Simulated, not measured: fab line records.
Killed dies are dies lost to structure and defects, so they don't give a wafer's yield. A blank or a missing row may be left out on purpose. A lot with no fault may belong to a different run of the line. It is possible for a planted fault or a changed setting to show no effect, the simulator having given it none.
Struck lot and sound lot, side by side || flow sky130 || 35 out of 708 route steps
Sound: wafers L380.1, L380.2, L380.6. The struck wafers were L371.1, L371.2, L371.4. At the end, the cause is stated.
Per side, at each step with rows, come the tool, then ch with its chambers, and then its first start. Under that, the readings that differ: sound wafers || struck wafers || difference of the means || sigmas: that difference in standard deviations of wafers without a fault.
alike: same words and numbers on both sides, and readings whose means sit less than 2 such deviations apart. not compared: any withheld reading, any reading some wafer has no value for, any bound like >300 that may hide the same value, and any number with overlapping values for which the record gives no deviation.
A row with sigmas, a row that says differs or no value, or rows on one side alone: a step with any of these is where the two part. When numbers do not overlap yet have no deviation, they are printed without sigmas and do not part them. A reading that every wafer of one side lacks parts them only if that side has two wafers or more.

first, 10 steps without rows for these wafers: SKY_METAL2_DEHYDRATE_07 (time 60 s); SKY_METAL2_HMDS_08 (prime time 60 s); SKY_METAL2_COAT_09 (resist thk 60 nm); SKY_METAL2_COAT_10 (resist thk 450 nm); SKY_METAL2_SOFTBAKE_11 (time 90 s); SKY_METAL2_EXPOSE_12 (exposes mask MM2, target cd 140 nm); SKY_METAL2_PEB_13; SKY_METAL2_DEVELOP_14 (develop time 60 s); SKY_METAL2_DESCUM_17 (chemistry O2, time 8 s); SKY_METAL2_ETCH_18 (etches BARC in N2/H2, stops on SiO2, time 45.9 s, target depth 60 nm).
SKY_METAL2_METAL_ETCH_19: etches the open film in Cl2/BCl3, stops on SiO2, target depth 360 nm, time 78 s.
  sound on rie metal-03 ch 0,1, day 42 15:05; struck on rie metal-01 ch 0,1, day 40 05:45
  alike: bcl3 flow sccm, drypump motor current A, oes product au, throttle valve pct
  not compared: rf hours counter h
then, 23 steps without rows for these wafers: SKY_METAL2_STRIP_20 (strips in O2/N2); SKY_METAL2_STRIP_21 (strips in post etch residue remover, time 1200 s); SKY_METAL2_CLEAN_22 (cleans in IPA, time 180 s); SKY_METAL2_CLEAN_23 (cleans in O3/DIW); SKY_VIA2_HDPCVD_00 (deposits SiO2, target thk 1180 nm, time 196.7 s); SKY_VIA2_CMP_02 (polishes SiO2); SKY_VIA2_DEHYDRATE_04 (time 60 s); SKY_VIA2_HMDS_05 (prime time 60 s); SKY_VIA2_COAT_06 (resist thk 60 nm); SKY_VIA2_COAT_07 (resist thk 450 nm); SKY_VIA2_SOFTBAKE_08 (time 90 s); SKY_VIA2_EXPOSE_09 (exposes mask VIM2, target cd 200 nm); SKY_VIA2_PEB_10; SKY_VIA2_DEVELOP_11 (develop time 60 s); SKY_VIA2_ETCH_14 (etches BARC in N2/H2, stops on SiO2, time 45.9 s, target depth 60 nm); SKY_VIA2_ETCH_15 (etches SiO2 in C4F8/O2/Ar, stops on TiN, target depth 546 nm, time 84 s); SKY_VIA2_STRIP_16 (strips in O2/N2); SKY_VIA2_STRIP_17 (strips in post etch residue remover, time 1200 s); SKY_VIA2_CLEAN_18 (cleans in IPA, time 180 s); SKY_VIA2_CLEAN_19 (cleans in O3/DIW); SKY_VIA2_SPUTTER_20 (material TiN, target thk 20 nm, time 80 s); SKY_VIA2_CVD_21 (deposits W, target thk 420 nm, time 126.4 s); SKY_VIA2_CMP_24 (polishes, stops on SiO2, t overpolish 20 s, target thk 0 nm).
-- the record jumps here: 9 days lie between the struck wafers' starts before and after (it left off in module VIA2 and takes up again in module PAD_OPEN, whose first step shown is number 708 of the route) --
SKY_PAD_OPEN_PROBE_99:
  struck on prober-02, day 49 16:36; sound on prober-01, day 51 07:34
{"reading": "defect limited yield (%)", "sound": "83.1 81.3 80.9", "struck": "72.6 75.6 73.2", "difference": -8.0, "sigmas": -4}
{"reading": "killed_at_M0_to_M3", "sound": "48 41 52", "struck": "93 86 91", "difference": "+43", "sigmas": "+6"}
{"reading": "killed dies", "sound": "83 92 94", "struck": "135 120 132", "difference": "+39", "sigmas": "+4"}
{"reading": "sort_bin_3_pad_short (%)", "sound": "0.4 0.6 0.6", "struck": "2.6 3.5 3.3", "difference": "+2.6", "sigmas": "+6"}
{"reading": "sort_bin_5_function (%)", "sound": "12.2 11.4 12.6", "struck": "16.7 14.8 17.9", "difference": "+4.4", "sigmas": "+3"}
{"reading": "sort n pass", "sound": "409 400 398", "struck": "357 372 360", "difference": -39, "sigmas": -4}
{"reading": "sort yield pct (%)", "sound": "83.1 81.3 80.9", "struck": "72.6 75.6 73.2", "difference": -8.0, "sigmas": -4}
{"reading": "model.etest.tester.sort n pass", "sound": "409 400 398", "struck": "357 372 360", "difference": -39, "sigmas": ""}
{"reading": "model.etest.tester.sort yield pct (%)", "sound": "83.13 81.3 80.89", "struck": "72.56 75.61 73.17", "difference": -7.99, "sigmas": ""}
{"reading": "model.etest.tester.sort_bin_5_pct (%)", "sound": "12.2 11.38 12.6", "struck": "16.67 14.84 17.89", "difference": "+4.41", "sigmas": ""}
{"reading": "model.etest.tester.sort_bin_3_pct (%)", "sound": "0.4065 0.6098 0.6098", "struck": "2.642 3.455 3.252", "difference": "+2.574", "sigmas": ""}
  alike: killed_at_M4_up, killed at contacts, killed at front end, killed at other, killed open, killed short, sort_bin_6_memory

WHERE THEY PART
At SKY_PAD_OPEN_PROBE_99 and nowhere else, as far as this record goes.

WHY: what the simulator had put in
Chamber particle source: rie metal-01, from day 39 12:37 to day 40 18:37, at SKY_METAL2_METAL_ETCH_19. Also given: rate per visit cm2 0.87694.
